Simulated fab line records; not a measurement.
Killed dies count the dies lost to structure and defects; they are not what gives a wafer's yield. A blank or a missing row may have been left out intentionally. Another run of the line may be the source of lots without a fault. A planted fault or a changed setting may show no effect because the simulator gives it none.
What tool caused it?	flow sky130	34 wafers from 12 lots sampled at 5 of the route's 708 steps

## WHAT EACH GAUGE READ, for each wafer
SKY_LDD_HVN_TW_MEAS_10.
lot	measured	on	LDD_HVN_TW
L969	day 21 12:05	film_metro-04	1435 1432 1429
L970	day 21 12:56	film_metro-04	1436 1430 1433
L972	day 23 16:15	film_metro-04	1438 1440 1439
L974	day 23 16:32	film_metro-03	1453 1444 1453
L973	day 23 17:31	film_metro-02	1428 1429 1433
L979	day 24 10:31	film_metro-02	1421 1427 1427
L980	day 24 13:46	film_metro-02	1432 1421 1424
L984	day 26 09:02	film_metro-03	1484
L987	day 27 11:00	film_metro-04	1452 1445 1442
L988	day 27 14:02	film_metro-04	1438 1440 1445
L989	day 28 02:22	film_metro-03	1454 1453 1447
L991	day 28 14:10	film_metro-04	1452 1457 1452

SKY_VIA1_OVL_MEAS_13.
lot	measured	on	VIA1_OVL (nm)
L969	day 35 02:19	overlay-02	5 6 3
L970	day 35 04:12	overlay-02	-9 -6 -6
L972	day 37 00:08	overlay-02	-5 -4 2
L974	day 37 01:38	overlay-01	7 6 1
L973	day 37 01:17	overlay-02	-6 -5 -8
L979	day 37 13:56	overlay-02	3 3 10
L980	day 37 14:41	overlay-02	3 -2 3
L984	day 39 05:39	overlay-01	2
L987	day 40 05:14	overlay-02	4 -3 -3
L988	day 40 06:33	overlay-02	-8 -3 -5
L989	day 40 17:08	overlay-01	-9 -6 -7
L991	day 41 02:41	overlay-01	1 3 5

## EACH LOT AND THE TOOL THAT RAN IT (in order: tool; ch and the chambers of the sampled wafers; start)
lot	SKY_LDD_HVN_IMPLANT_08	SKY_CONTACT_ETCH_18	SKY_CONTACT_STRIP_19
L969	implanter-01 ch 0, day 21 11:50	rie_diel-02 ch 0,1,2, day 32 16:33 or earlier	plasma_asher-04 ch 0,1, day 32 16:33
L970	implanter-01 ch 0, day 21 12:44	rie_diel-04 ch 1,2,3, day 32 18:50 or earlier	plasma_asher-04 ch 0,1, day 32 18:50
L972	implanter-01 ch 0, day 23 16:01	rie_diel-02 ch 1,3, day 34 16:09 or earlier	plasma_asher-04 ch 0,1, day 34 16:09
L974	implanter-04 ch 0, day 23 16:17	rie_diel-04 ch 0,2,3, day 34 18:42 or earlier	plasma_asher-02 ch 0,1, day 34 18:42
L973	implanter-03 ch 0, day 23 17:16	rie_diel-01 ch 0,1,2, day 34 18:13 or earlier	plasma_asher-02 ch 0,1, day 34 18:13
L979	implanter-01 ch 0, day 24 10:16	rie_diel-04 ch 0,1,2, day 35 06:12 or earlier	plasma_asher-04 ch 0,1, day 35 06:12
L980	implanter-04 ch 0, day 24 13:32	rie_diel-02 ch 1,2,3, day 35 07:47 or earlier	plasma_asher-02 ch 0,1, day 35 07:47
L984	implanter-01 ch 0, day 26 08:51	rie_diel-04 ch 2, day 36 23:37 or earlier	plasma_asher-02 ch 0, day 36 23:37
L987	implanter-04 ch 0, day 27 10:45	rie_diel-01 ch 0,3, day 38 00:37 or earlier	plasma_asher-02 ch 0,1, day 38 00:37
L988	implanter-03 ch 0, day 27 13:50	rie_diel-04 ch 0,1,3, day 38 01:08 or earlier	plasma_asher-03 ch 0,1, day 38 01:08
L989	implanter-03 ch 0, day 28 02:07	rie_diel-01 ch 1,2, day 38 12:30 or earlier	plasma_asher-02 ch 1, day 38 12:30
L991	implanter-04 ch 0, day 28 13:56	rie_diel-01 ch 1,2, day 38 22:37 or earlier	plasma_asher-03 ch 1, day 38 22:37
- SKY_LDD_HVN_IMPLANT_08
- SKY_CONTACT_ETCH_18: etches Si3N4 in CHF3/O2, stops on TiN, time 39 s, target depth 75 nm.
- SKY_CONTACT_STRIP_19: strips in O2/N2.

## AS READ BY THE TOOLS THEMSELVES (means over the sampled wafers that have a number; for cases with no such wafer, the mark the record gives instead)
SKY_LDD_HVN_IMPLANT_08.
lot	tool	beam_energy_keV	beam_on_s (s)	faraday_current_uA
L969	implanter-01	60.334	9.86	171
L970	implanter-01	60.333	10.00	170
L972	implanter-01	60.334	9.97	170
L974	implanter-04	60.321	9.82	172
L973	implanter-03	60.349	9.83	172
L979	implanter-01	60.336	10.08	169
L980	implanter-04	60.337	9.89	171
L984	implanter-01	60.330	10.91	155
L987	implanter-04	60.311	10.19	165
L988	implanter-03	60.323	10.11	167
L989	implanter-03	60.352	9.88	172
L991	implanter-04	60.324	9.90	171

SKY_CONTACT_ETCH_18.
lot	tool	drypump_motor_current_A (A)	oes_product_au (a.u.)	throttle_valve_pct (%)
L969	rie_diel-02	5.8	0.855	8.796
L970	rie_diel-04	5.4	0.862	8.789
L972	rie_diel-02	5.6	0.857	8.790
L974	rie_diel-04	5.8	0.855	8.791
L973	rie_diel-01	5.8	0.851	8.794
L979	rie_diel-04	5.5	0.854	8.790
L980	rie_diel-02	5.9	0.849	8.792
L984	rie_diel-04	5.0	0.856	8.783
L987	rie_diel-01	5.8	0.859	8.794
L988	rie_diel-04	5.9	0.864	8.801
L989	rie_diel-01	6.0	0.857	8.804
L991	rie_diel-01	5.8	0.861	8.790

SKY_CONTACT_STRIP_19.
lot	tool	drypump_motor_current_A (A)	oes_product_au (a.u.)	strip_time_to_endpoint_s (s)
L969	plasma_asher-04	5.99	0.384	3.62
L970	plasma_asher-04	5.78	0.380	3.60
L972	plasma_asher-04	5.77	0.383	3.62
L974	plasma_asher-02	5.75	0.376	3.58
L973	plasma_asher-02	5.67	0.382	3.60
L979	plasma_asher-04	6.00	0.387	3.63
L980	plasma_asher-02	5.73	0.379	3.60
L984	plasma_asher-02	5.60	0.391	3.69
L987	plasma_asher-02	5.68	0.375	3.55
L988	plasma_asher-03	5.58	0.382	3.61
L989	plasma_asher-02	5.78	0.388	3.65
L991	plasma_asher-03	5.43	0.380	3.61

## THE ANSWER, worked out from the rows above alone
Rule: usual is defined by the lots themselves. The widest of any qualifying gaps counts: lots, ordered by their means at a reading, are off when they make up no more than a third of the lots, leave a main group of 4 or more, and stand apart from it by 3 or more times the standard deviation of that group's means. A main group whose means are all the same, to the digits that the tables above print for the reading, isn't used. A lot without any number at a reading at which 4 lots or more have one is off too. The other lots that the step has rows for count as sound. Order of review: gauges by route order, followed by the tools' own readings, for which a lot's mean as printed above is used. The first step at which some lot is off is used, and at that step the reading that is off furthest; a lot without a number counts as furthest.
Off: L984, seen at SKY_LDD_HVN_TW_MEAS_10 (LDD_HVN_TW). Main group: mean 1439, sd 9.9.
A tool fits if, at a process step before that reading, it ran every lot that is off, and no sound lot after the first of them. Not tried: the gauges at SKY_LDD_HVN_TW_MEAS_10; whatever is off there is also off at SKY_LDD_HVN_IMPLANT_08, on other tools, and gauge error can't account for it. One candidate fits, namely implanter-01 at SKY_LDD_HVN_IMPLANT_08. A fault onset in the window from L979 (day 24 10:16, its last sound lot) to L984 (day 26 08:51, its first lot off) fits.
The tool's own readings at SKY_LDD_HVN_IMPLANT_08 bear it out: on the lots that are off they differ by more than 5 times the standard deviation of the sound lots' means. beam_on_s reads 10.91 s there against 9.96 s on the sound lots; faraday_current_uA reads 155 there against 170 on the sound lots.

## WHAT WAS PUT IN BY THE SIMULATOR
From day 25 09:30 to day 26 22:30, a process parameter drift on implanter-01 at SKY_LDD_HVN_IMPLANT_08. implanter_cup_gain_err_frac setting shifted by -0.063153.
Struck lots among those shown: L984. The same result came from the rule above.
